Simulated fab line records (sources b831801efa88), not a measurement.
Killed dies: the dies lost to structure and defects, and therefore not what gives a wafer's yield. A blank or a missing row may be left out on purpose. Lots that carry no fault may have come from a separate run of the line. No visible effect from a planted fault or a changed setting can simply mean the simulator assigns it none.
2 desks, one fault	flow gf180mcu	numbers are kept per desk, each desk with only its own; the story behind them comes last

== THE METROLOGY DESK ==
What the gauges read for every lot (on any tool): the sampled wafers with a number, averaged. The brackets show how far a lot's mean lies from the usual mean; more than 4 standard deviations puts the lot out of limits, marked OUT.
Columns: A = HV_LDD_02_OVL at GF_HV_LDD_OVL_MEAS_32, usual 0.3 nm; B = NSD_RS at GF_PSD_RS_MEAS_14, usual 46.15 ohm/sq; C = PSD_RS at GF_PSD_RS_MEAS_15, usual 108.59 ohm/sq
lot	first seen here	A	B	C
L470	day 11 12:17	-1.2	46.12	108.49
L471	day 11 21:17	0.1	46.14	108.40
L472	day 12 14:35	1.7	46.06	108.46
L473	day 12 23:17	-0.6	46.16	108.61
L474	day 12 23:35	1.0	46.06	108.60
L475	day 13 05:02	1.8	46.24	108.80
L479	day 14 18:25	-0.7	44.69 (-13) OUT	105.86 (-9.8) OUT
L483	day 15 18:44	-1.1	46.21	108.50
L485	day 16 09:08	1.7	46.19	108.53
L491	day 18 09:59	2.4	46.15	108.69
L492	day 18 15:07	-1.2	46.19	108.94
L493	day 19 07:47	-0.1	46.05	108.26
This desk finds L479 out of limits, with the earliest case on L479 at day 17 17:33 (NSD_RS at GF_PSD_RS_MEAS_14). In limits: L470, L471, L472, L473, L474, L475, L483, L485, L491, L492, L493.

== AT THE TOOL OWNER'S DESK: rtp anneal-02 ==
Per lot that ran on this tool, the mean of the sampled wafers carrying a number, from the tool's own readings at GF_PSD_RTA_13 (time 20 s). The brackets show how far a lot's mean lies from the usual mean; more than 4 standard deviations puts the lot out of limits, marked OUT.
Columns: A = anneal temp c max at GF_PSD_RTA_13, usual 1029.4; B = lamp power pct at GF_PSD_RTA_13, usual 36.2 %; C = run length s at GF_PSD_RTA_13, usual 48.6 s; D = wafer_temp_C_max at GF_PSD_RTA_13, usual 1029.1
lot	first seen here	A	B	C	D
L470	day 14 03:40	1029.5	36.7	48.5	1027.4
L471	day 14 12:59	1029.4	36.6	48.8	1028.3
L474	day 15 19:01	1030.1	36.6	48.5	1028.9
L475	day 16 00:35	1029.6	36.6	48.8	1027.7
L479	day 17 17:28	1029.4	36.7	55.2 (+14) OUT	1028.0
L491	day 21 14:41	1029.1	36.7	48.4	1028.3
L493	day 22 12:14	1029.1	36.6	48.5	1027.8
Finding of this desk: L479 out of limits; the first was L479 at day 17 17:28, on run length s at GF_PSD_RTA_13. In limits: L470, L471, L474, L475, L491, L493.

== ALL TOGETHER ==
At day 17 17:28, on L479, the tool owner's desk was in a position to raise an alarm.
The metrology desk could have raised an alarm at day 17 17:33, on L479.
Of the lots named, all ran GF_PSD_RTA_13 on rtp anneal-02.

== WHAT HAD BEEN PUT IN BY THE SIMULATOR ==
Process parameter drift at GF_PSD_RTA_13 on rtp anneal-02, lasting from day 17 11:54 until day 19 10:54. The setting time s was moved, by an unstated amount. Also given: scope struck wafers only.
Shown lots that were struck: L479.
Counting hours from when the fault started, the first reading out of limits came at 6 for the tool owner's desk and at 6 for the metrology desk.
